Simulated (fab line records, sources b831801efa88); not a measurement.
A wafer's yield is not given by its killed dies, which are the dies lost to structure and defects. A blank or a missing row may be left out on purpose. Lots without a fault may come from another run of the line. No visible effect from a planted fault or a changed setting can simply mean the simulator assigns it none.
Which tool is to blame? + flow gf180mcu + 45 wafers sampled from 15 lots at 1 step of a route of 602

== WHAT THE GAUGES SHOWED, per wafer ==
GF_V3_OVL_MEAS_15. Usual: V3_OVL gives -2 nm (standard deviation 6.9).
| lot  | measured     | on         | V3_OVL (nm) | flag |
|------|--------------|------------|-------------|------|
| L786 | day 22 03:11 | overlay-01 | -3 -5 -5    |      |
| L788 | day 22 23:47 | overlay-01 | 7 9 11      |      |
| L789 | day 23 08:05 | overlay-02 | -5 -15 -1   |      |
| L790 | day 23 20:52 | overlay-01 | 3 -1 2      |      |
| L791 | day 24 09:20 | overlay-01 | -5 -10 -9   |      |
| L793 | day 25 01:20 | overlay-02 | 1 -6 4      |      |
| L794 | day 25 02:23 | overlay-02 | -18 -11 -5  |      |
| L796 | day 25 22:56 | overlay-02 | -1 4 -10    |      |
| L797 | day 26 06:46 | overlay-01 | 8 13 4      |      |
| L798 | day 26 11:46 | overlay-02 | -10 -7 -4   |      |
| L799 | day 26 19:52 | overlay-02 | -2 2 -3     |      |
| L805 | day 28 15:56 | overlay-02 | -14 -6 -13  |      |
| L806 | day 28 17:38 | overlay-02 | -10 4 4     |      |
| L807 | day 29 00:32 | overlay-01 | 6 5 -3      |      |
| L809 | day 29 23:16 | overlay-01 | -13 -20 -18 |      |

== WHICH TOOL RAN EACH LOT (tool, then ch and the chambers of the sampled wafers, then the start) ==
No process step before these readings appears in the record.

== AS READ BY THE TOOLS THEMSELVES (means over the sampled wafers that have a number; for cases with no such wafer, the mark the record gives instead) ==
The record holds no such reading with a usual standard deviation.

== THE ANSWER, worked out from the rows above alone ==
Rule: lot off if the mean of its wafers having a number is beyond 3 standard deviations from the usual mean. Also off: a lot with no number at a reading for which 4 or more lots have one. The other lots that the step has rows for count as sound. The gauges are gone through in route order, then the tools' own readings, and for those a lot's mean is taken as printed above. At the first step where some lot is off, the reading lying furthest off is the one used; lots without a number count as furthest.
None of the lots is off at any reading shown; this tells nothing.

== WHAT THE SIMULATOR HAD INSERTED ==
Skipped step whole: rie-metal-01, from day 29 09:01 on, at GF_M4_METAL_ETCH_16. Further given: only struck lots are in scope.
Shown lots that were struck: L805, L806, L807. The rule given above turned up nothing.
